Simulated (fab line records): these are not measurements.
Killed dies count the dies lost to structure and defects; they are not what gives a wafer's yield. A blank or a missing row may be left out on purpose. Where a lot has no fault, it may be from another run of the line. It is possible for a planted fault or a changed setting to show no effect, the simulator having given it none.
One fault through the eyes of 2 desks / flow sky130 / each desk holds nothing but its own numbers, with what lay behind them at the end

## FROM THE METROLOGY DESK
Lot by lot, what the gauges showed, no matter which tool ran the lot: averages of those sampled wafers that carry a number. Any lot whose mean is over 4 standard deviations away from the usual mean is out of limits and marked OUT; that distance is given in the brackets.
Columns: A = METAL2_ALCU_RS at SKY_METAL2_RS_MEAS_05, usual 0.1270 ohm/sq
lot=L324; first seen here=day 33 22:53; A=0.1246
lot=L326; first seen here=day 34 12:46; A=0.1275
lot=L328; first seen here=day 35 04:52; A=0.1271
lot=L330; first seen here=day 36 04:15; A=0.1284
lot=L331; first seen here=day 36 09:53; A=0.1254
lot=L333; first seen here=day 37 02:18; A=0.1259
lot=L334; first seen here=day 37 05:07; A=0.1267
lot=L343; first seen here=day 39 21:06; A=0.1266
lot=L345; first seen here=day 40 15:38; A=0.1257
lot=L346; first seen here=day 40 21:49; A=0.1270
lot=L347; first seen here=day 41 00:05; A=0.1264
Finding of this desk: none of the 11 lots has anything out of limits.

## AT THE TOOL OWNER'S DESK: rie-diel-01
The tool's own readings at SKY_PASSIVATION_ETCH_11 (etches the open film in CF4/O2, stops on AlCu, target depth 725 nm, time 161.1 s): means of the sampled wafers that have a number, for each lot that ran on this tool. Any lot whose mean is over 4 standard deviations away from the usual mean is out of limits and marked OUT; that distance is given in the brackets.
Columns: A = O2_flow_sccm at SKY_PASSIVATION_ETCH_11, usual 10.00 sccm; B = drypump-motor-current-A at SKY_PASSIVATION_ETCH_11, usual 5.8 A; C = oes-product-au at SKY_PASSIVATION_ETCH_11, usual 0.979 a.u.; D = run-length-s at SKY_PASSIVATION_ETCH_11, usual 189.6 s; E = throttle-valve-pct at SKY_PASSIVATION_ETCH_11, usual 5.964 %
lot=L330; first seen here=day 46 12:22; A=10.02; B=6.3; C=0.976; D=189.4; E=5.954
lot=L333; first seen here=day 47 06:07; A=10.00; B=6.0; C=0.974; D=190.0; E=5.965
lot=L343; first seen here=day 49 08:52; A=10.00; B=6.2; C=0.983; D=185.6 (-8.4) OUT; E=5.965
This desk's verdict: out of limits on L343, starting with L343 at day 49 08:52 (run-length-s at SKY_PASSIVATION_ETCH_11). In limits: L330, L333.

## ALL TOGETHER
At day 49 08:52, on L343, the tool owner's desk was in a position to raise an alarm.
Nothing out of limits was seen by the metrology desk.
The metrology desk has L343 on record, within its limits.
All the named lots went through SKY_PASSIVATION_ETCH_11 on rie-diel-01.

## WHAT WAS PUT IN BY THE SIMULATOR
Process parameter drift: rie-diel-01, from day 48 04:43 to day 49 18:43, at SKY_PASSIVATION_ETCH_11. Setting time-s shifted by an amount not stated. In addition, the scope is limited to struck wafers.
Struck lots among those shown: L343.
Delay in hours, fault start to first out-of-limits reading, by desk: the tool owner's desk at 28.
